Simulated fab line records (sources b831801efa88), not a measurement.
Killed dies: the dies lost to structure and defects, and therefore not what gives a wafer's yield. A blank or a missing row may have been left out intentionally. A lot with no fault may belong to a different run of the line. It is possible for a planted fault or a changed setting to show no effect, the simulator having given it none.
Chamber matching || flow gf180mcu || hdpcvd-02 running GF_STI_CVD_23: 3 sister chambers
The step deposits SiO2, target thk 650 nm, time 108.3 s. 3 wafers are shown with their chamber, then 9 later ones without.

== WAFERS PAIRED WITH THEIR CHAMBERS ==
{"wafer": "L497.5", "chamber": 1, "sih4FlowSccm (sccm)": 59.90}
{"wafer": "L499.2", "chamber": 2, "sih4FlowSccm (sccm)": 60.00}
{"wafer": "L499.4", "chamber": 0, "sih4FlowSccm (sccm)": 60.06}

== WAFERS WITH NO CHAMBER GIVEN ==
{"wafer": "L499.6", "sih4FlowSccm (sccm)": 59.90}
{"wafer": "L503.3", "sih4FlowSccm (sccm)": 59.90}
{"wafer": "L503.5", "sih4FlowSccm (sccm)": 59.95}
{"wafer": "L503.6", "sih4FlowSccm (sccm)": 60.06}
{"wafer": "L505.2", "sih4FlowSccm (sccm)": 60.05}
{"wafer": "L505.3", "sih4FlowSccm (sccm)": 59.96}
{"wafer": "L505.4", "sih4FlowSccm (sccm)": 59.91}
{"wafer": "L508.1", "sih4FlowSccm (sccm)": 60.09}
{"wafer": "L508.6", "sih4FlowSccm (sccm)": 59.93}

== WHICH CHAMBER EACH WENT THROUGH ==
{"wafer": "L499.6", "from the rows above": 1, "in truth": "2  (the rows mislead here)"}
{"wafer": "L503.3", "from the rows above": 1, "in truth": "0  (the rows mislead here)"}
{"wafer": "L503.5", "from the rows above": "can't be placed: 2 or 1", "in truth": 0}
{"wafer": "L503.6", "from the rows above": 0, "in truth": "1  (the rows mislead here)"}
{"wafer": "L505.2", "from the rows above": "can't be placed: 0 or 2", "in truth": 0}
{"wafer": "L505.3", "from the rows above": "can't be placed: 2 or 1", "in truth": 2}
{"wafer": "L505.4", "from the rows above": 1, "in truth": 1}
{"wafer": "L508.1", "from the rows above": 0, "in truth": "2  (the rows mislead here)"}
{"wafer": "L508.6", "from the rows above": "can't be placed: 1 or 2", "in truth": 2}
Correct placement for 1 of the 9. From these rows, 4 cannot be placed; in 3 the true chamber is one of the candidates. 4 placed wrongly.
How it was worked out, from the rows above alone: a wafer's distance from a chamber is the root of the sum, over the readings, of the square of ((its reading less the chamber's mean) divided by the reading's scatter). If the next closest chamber is less than 2 further off than the closest, the wafer can't be placed; otherwise it belongs to the closest. For every chamber, the mean is computed from those of its wafers that are shown. The scatter (one wafer shown for each chamber): square how far every hidden wafer sits from the nearest shown wafer, average those squares and take the square root.
